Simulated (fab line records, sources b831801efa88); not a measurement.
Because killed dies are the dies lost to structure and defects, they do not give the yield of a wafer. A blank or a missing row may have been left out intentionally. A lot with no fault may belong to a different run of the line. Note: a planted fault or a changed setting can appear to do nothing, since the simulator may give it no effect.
Chamber matching | flow sky130 | rie-diel-03 running SKY_VIA1_ETCH_14: 4 sister chambers
The step etches BARC in N2/H2, stops on SiO2, time 45.9 s, target depth 60 nm. 8 wafers are shown with their chamber, then 10 later ones without.

## EACH WAFER AND ITS CHAMBER
wafer  | chamber | drypump-motor-current-A (A) | oes-product-au (a.u.)
L083.5 | 0       | 6.4                         | 0.855
L087.1 | 1       | 5.5                         | 0.844
L087.3 | 2       | 6.2                         | 0.857
L089.2 | 3       | 6.0                         | 0.861
L089.5 | 2       | 6.2                         | 0.853
L089.6 | 1       | 5.5                         | 0.854
L091.3 | 3       | 6.0                         | 0.858
L091.4 | 0       | 6.3                         | 0.846

## WAFERS MISSING THEIR CHAMBER
wafer  | drypump-motor-current-A (A) | oes-product-au (a.u.)
L091.6 | 6.3                         | 0.852
L095.1 | 6.0                         | 0.853
L095.3 | 6.2                         | 0.850
L095.5 | 6.3                         | 0.848
L096.2 | 5.5                         | 0.854
L096.3 | 6.0                         | 0.854
L096.6 | 6.0                         | 0.851
L097.4 | 6.0                         | 0.860
L097.5 | 6.3                         | 0.851
L097.6 | 6.0                         | 0.849

## EACH ONE'S CHAMBER
wafer  | from the rows above     | in truth
L091.6 | can't be placed: 0 or 2 | 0
L095.1 | 3                       | 3
L095.3 | 2                       | 2
L095.5 | can't be placed: 0 or 2 | 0
L096.2 | 1                       | 1
L096.3 | 3                       | 3
L096.6 | 3                       | 3
L097.4 | 3                       | 3
L097.5 | can't be placed: 0 or 2 | 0
L097.6 | 3                       | 3
7 of 10 placed correctly. Not placeable from these rows: 3 (in 3, the candidates include the true chamber). 0 placed wrongly.
How it was worked out, from the rows above alone: a wafer's distance from a chamber is the root of the sum, over the readings, of the square of ((its reading less the chamber's mean) divided by the reading's scatter). The wafer belongs to the nearest chamber; if the next one is less than 2 further off, it can't be placed. A chamber's mean is the mean of its shown wafers. How the scatter is found: for the shown wafers, subtract from each reading the mean of its chamber, square and add these, divide the total by (wafers less chambers), then take the root.
